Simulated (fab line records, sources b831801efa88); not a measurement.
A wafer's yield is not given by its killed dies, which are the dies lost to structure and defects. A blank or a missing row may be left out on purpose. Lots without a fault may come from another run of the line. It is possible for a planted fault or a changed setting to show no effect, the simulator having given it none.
Comparing a struck lot with a sound one + flow gf180mcu + 19 out of 602 route steps
Sound: wafers L861.2, L861.4, L861.5. The struck wafers were L871.2, L871.3, L871.6. The cause is named last.
For every step that has rows: the tool of each side, followed by ch and its chambers, followed by its first start. Under that, the readings that differ: sound wafers + struck wafers + difference of the means + sigmas: that difference in standard deviations of wafers without a fault.
alike: readings with means less than 2 such deviations apart, plus words and numbers identical on both sides. not compared: withheld readings, readings lacking a value on some wafer, bounds such as >300 that could conceal the same value, and numbers that have no deviation in the record and whose values overlap.
A row with sigmas, a row that says differs or no value, or rows on one side alone: a step with any of these is where the two part. Numbers that don't overlap but have no deviation are shown without sigmas and don't part them. A reading that every wafer of one side lacks parts them only if that side has two wafers or more.

first, 1 step without rows for these wafers: GF_STI_CVD_23 (deposits SiO2, target thk 650 nm, time 108.3 s).
GF_STI_THK_MEAS_24:
  sound on filmMetro-03 at day 3 04:47; struck on filmMetro-04 at day 5 10:41
  alike: STI_CVD_23_THK
GF_STI_CMP_25: polishes, stops on Si3N4, t overpolish 33 s, target thk 524.6 nm.
  sound on cmp-01 ch 0,1, day 3 04:53; struck on cmp-02 ch 1,2, day 5 10:47
  alike: motorCurrentA, overpolishRunS, timeToEndpointS
then, 4 steps without rows for these wafers: GF_STI_WET_ETCH_26 (etches SiO2 in dHF, target depth 94 nm, time 188 s); GF_STI_WET_ETCH_27 (etches Si3N4 in H3PO4, target depth 160 nm, time 1825 s); GF_STI_WET_ETCH_28 (etches SiO2 in dHF, target depth 20 nm, time 40 s); GF_STI_OXIDATION_29 (stabilise 600 s, purge 300 s, target thk 10 nm).
GF_STI_THK_MEAS_30:
  sound on filmMetro-04 at day 3 07:56; struck on filmMetro-01 at day 5 13:43
  alike: STI_OXIDATION_02_THK
then, 4 steps without rows for these wafers: GF_DNWELL_DEHYDRATE_00 (time 60 s); GF_DNWELL_HMDS_01 (prime time 60 s); GF_DNWELL_COAT_02 (resist thk 3000 nm); GF_DNWELL_SOFTBAKE_03.
GF_DNWELL_EXPOSE_04: exposes mask DNWELL, target cd 1700 nm.
  sound on ilineStepper-02 ch 0, day 3 14:25; struck on ilineStepper-02 ch 0, day 5 20:35
| reading | sound                      | struck                  | difference | sigmas |
|---------|----------------------------|-------------------------|------------|--------|
| mask    | DNWELL#0 DNWELL#0 DNWELL#0 | Nwell#0 Nwell#0 Nwell#0 | differs    |        |
then, 3 steps without rows for these wafers: GF_DNWELL_PEB_05; GF_DNWELL_DEVELOP_06 (develop time 60 s); GF_DNWELL_IMPLANT_07.
GF_DNWELL_STRIP_08: strips in O2/N2.
  sound on plasmaAsher-03 ch 0, day 3 20:32; struck on plasmaAsher-04 ch 0,1, day 6 03:49
  alike: drypumpMotorCurrentA, heaterPowerW, oesProductAu, stripTimeToEndpointS
  not compared: rfHoursCounterH
GF_DNWELL_TW_MEAS_09:
  sound on filmMetro-01 at day 3 20:38; struck on filmMetro-03 at day 6 04:09
| reading   | sound          | struck   | difference | sigmas |
|-----------|----------------|----------|------------|--------|
| DNWELL_TW | 1355 1352 1348 | 30 30 30 | -1322      | -78    |
  not compared: hold
GF_PASSIVATION_PROBE_99:
  sound wafers here have rows in the record (prober-01, day 30 14:07); struck ones have none

## WHERE THEY PART
Last at GF_PASSIVATION_PROBE_99 as far as this record goes, first at GF_DNWELL_EXPOSE_04.

WHY: what the simulator had put in
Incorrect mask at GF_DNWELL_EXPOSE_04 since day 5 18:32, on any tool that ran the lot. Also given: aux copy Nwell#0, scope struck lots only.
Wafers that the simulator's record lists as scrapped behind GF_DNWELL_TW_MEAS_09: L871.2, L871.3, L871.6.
